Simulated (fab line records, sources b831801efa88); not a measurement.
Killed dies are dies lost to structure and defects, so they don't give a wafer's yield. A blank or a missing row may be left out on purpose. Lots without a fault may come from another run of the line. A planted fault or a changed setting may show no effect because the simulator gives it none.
Which tool did it? | flow gf180mcu | 6 lots, 18 wafers sampled, at 2 steps of a route of 602

WHAT THE GAUGES READ, wafer by wafer
GF_V4_CD_MEAS_14: target cd 260 nm.
lot  | measured     | on        | cd_nm (nm)
L792 | day 24 20:53 | cd_sem-01 | 261.7 261.6 261.6
L797 | day 26 21:05 | cd_sem-01 | 260.7 260.2 260.5
L804 | day 29 05:05 | cd_sem-02 | 261.3 262.7 261.0
L808 | day 30 03:44 | cd_sem-01 | 260.6 260.9 261.2
L810 | day 30 18:17 | cd_sem-01 | 258.9 259.4 259.0
L812 | day 31 00:45 | cd_sem-01 | 261.8 259.2 260.3

WHICH TOOL RAN EACH LOT (tool, then ch and the chambers of the sampled wafers, then the start)
lot  | GF_V4_CMP_04
L792 | cmp-01 ch 0,1,3, day 23 22:31
L797 | cmp-01 ch 0,1,3, day 26 01:22
L804 | cmp-02 ch 1,2,3, day 28 09:19
L808 | cmp-02 ch 1,3, day 29 08:29
L810 | cmp-02 ch 1,2, day 29 23:56
L812 | cmp-01 ch 0,3, day 30 06:04
- GF_V4_CMP_04: polishes SiO2.

THE ANSWER, worked out from the rows above alone
Rule: what is usual is taken from the lots themselves. Put in order of their means at a reading, lots are off if they are a third of the lots or fewer, leave a main group of 4 or more, and stand apart from it by a gap of 3 or more times the standard deviation of the main group's means; of several such gaps the widest counts. A main group whose means are all the same, to the digits that the tables above print for the reading, isn't used. A lot without any number at a reading at which 4 lots or more have one is off too. The other lots that the step has rows for count as sound.
No lot is off at any reading shown: from this, nothing can be told.

WHAT THE SIMULATOR HAD PUT IN
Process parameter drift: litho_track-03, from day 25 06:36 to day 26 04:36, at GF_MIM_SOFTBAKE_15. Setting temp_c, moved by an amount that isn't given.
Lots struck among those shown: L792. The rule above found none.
